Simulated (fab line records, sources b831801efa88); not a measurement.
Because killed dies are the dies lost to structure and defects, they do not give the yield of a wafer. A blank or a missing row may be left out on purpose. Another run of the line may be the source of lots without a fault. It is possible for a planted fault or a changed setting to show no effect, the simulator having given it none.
The tool behind it: which one?    flow sky130    route of 708 steps, sampled at 1 step: 15 lots, 45 wafers

WHAT THE GAUGES SHOWED, per wafer
SKY_LDD_HVN_OVL_MEAS_07. Usual: LDD_HVN_OVL gives 0.6 nm (standard deviation 1.4).
lot   measured      on          LDD_HVN_OVL (nm)  flag
L283  day 20 06:07  overlay-02  0.3 -0.3 -0.9     
L284  day 20 22:58  overlay-01  1.5 1.5 2.5       
L288  day 22 15:13  overlay-01  0.4 0.0 0.2       
L289  day 22 23:37  overlay-01  0.6 -1.2 -0.3     
L291  day 23 10:52  overlay-02  -1.3 -1.3 -0.4    
L290  day 23 11:01  overlay-01  -1.8 -1.0 -0.3    
L295  day 25 00:39  overlay-02  -0.7 0.4 -0.4     
L297  day 25 16:43  overlay-01  -0.3 -0.3 1.8     
L298  day 26 05:25  overlay-02  3.7 2.3 3.5       
L299  day 26 07:34  overlay-02  2.6 1.7 1.7       
L301  day 27 04:01  overlay-01  0.5 0.7 2.1       
L302  day 27 05:45  overlay-01  2.9 1.0 0.8       
L304  day 28 09:07  overlay-01  -1.9 -1.6 -0.9    
L305  day 28 15:37  overlay-02  1.8 2.1 -0.9      
L306  day 29 01:42  overlay-01  1.6 0.0 -1.7      

TOOL THAT RAN EACH LOT (tool first, then ch and the chambers of the sampled wafers, then the start)
The record holds no process step before these readings.

WHAT THE TOOLS THEMSELVES READ (means of the sampled wafers that have a number; where no wafer has one, the mark that the record gives instead)
The record holds no such reading with a usual standard deviation.

THE ANSWER, worked out from the rows above alone
Rule: a lot counts as off when the mean over its wafers that have a number is more than 3 standard deviations away from the usual mean. A lot without any number at a reading at which 4 lots or more have one is off too. The other lots that the step has rows for count as sound. After the gauges, taken in route order, come the tools' own readings; for these a lot's mean is taken, as printed above. At the first step where some lot is off, the reading lying furthest off is the one used; lots without a number count as furthest.
Across all readings shown, no lot is off: no conclusion can be drawn from this.

WHAT THE SIMULATOR HAD INSERTED
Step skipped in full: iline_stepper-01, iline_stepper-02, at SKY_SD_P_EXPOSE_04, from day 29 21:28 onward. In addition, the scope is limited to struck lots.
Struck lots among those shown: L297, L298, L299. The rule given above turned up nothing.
